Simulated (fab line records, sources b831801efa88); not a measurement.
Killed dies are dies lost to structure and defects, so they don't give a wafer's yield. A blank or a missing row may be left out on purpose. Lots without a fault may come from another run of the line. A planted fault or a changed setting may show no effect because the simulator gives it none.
Chamber matching | flow gf180mcu | GF_V5_CVD_02 on pecvd-04: 3 sister chambers
The step deposits SiO2 from TEOS, target thk 1450 nm, time 163.28 s. 16 wafers are shown with their chamber, then 8 later ones without.

WAFERS WITH THEIR CHAMBER
wafer  | chamber | heater_power_w (W) | rf_fwd_power_W (W)
L074.1 | 2       | 578                | 596.9
L074.5 | 0       | 742                | 597.1
L074.6 | 1       | 752                | 595.7
L078.3 | 1       | 611                | 596.1
L078.5 | 2       | 536                | 596.7
L078.6 | 1       | 710                | 597.8
L080.2 | 0       | 720                | 598.2
L080.5 | 2       | 654                | 599.5
L080.6 | 1       | 608                | 598.5
L082.1 | 0       | 801                | 599.2
L082.2 | 2       | 568                | 595.6
L082.5 | 1       | 747                | 597.9
L084.1 | 0       | 669                | 595.1
L084.2 | 2       | 635                | 597.4
L084.3 | 1       | 783                | 599.7
L089.1 | 1       | 750                | 596.1

SIGNATURES (means of the wafers above)
reading        | chamber 0 | chamber 1 | chamber 2 | scatter within a chamber
heater_power_w | 733.00    | 708.71    | 594.20    | 61.3
rf_fwd_power_W | 597.400   | 597.400   | 597.220   | 1.54
Rule: a wafer's distance from a chamber is the root of the sum, over the readings, of the square of ((its reading less the chamber's mean) divided by the reading's scatter). The wafer belongs to the nearest chamber; if the next one is less than 2 further off, it can't be placed. The scatter: the root of (the sum of the squares of (reading less its chamber's mean) over the shown wafers, divided by (wafers less chambers)).

WAFERS WITHOUT THEIR CHAMBER
wafer  | heater_power_w (W) | rf_fwd_power_W (W)
L089.2 | 732                | 594.9
L089.3 | 646                | 597.2
L093.2 | 626                | 598.9
L093.4 | 525                | 599.8
L093.5 | 805                | 597.9
L092.2 | 578                | 601.1
L092.4 | 640                | 599.7
L092.6 | 608                | 598.8

WHICH CHAMBER EACH WENT THROUGH
wafer  | from the rows above          | in truth
L089.2 | can't be placed: 0 or 1 or 2 | 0
L089.3 | can't be placed: 2 or 1 or 0 | 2
L093.2 | can't be placed: 2 or 1 or 0 | 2
L093.4 | can't be placed: 2 or 1 or 0 | 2
L093.5 | can't be placed: 0 or 1      | 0
L092.2 | can't be placed: 2 or 1 or 0 | 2
L092.4 | can't be placed: 2 or 1 or 0 | 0
L092.6 | can't be placed: 2 or 1 or 0 | 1
Placed correctly: 0 of 8. Can't be placed from these rows: 8 (the true chamber is among the candidates in 8). Placed wrongly: 0.
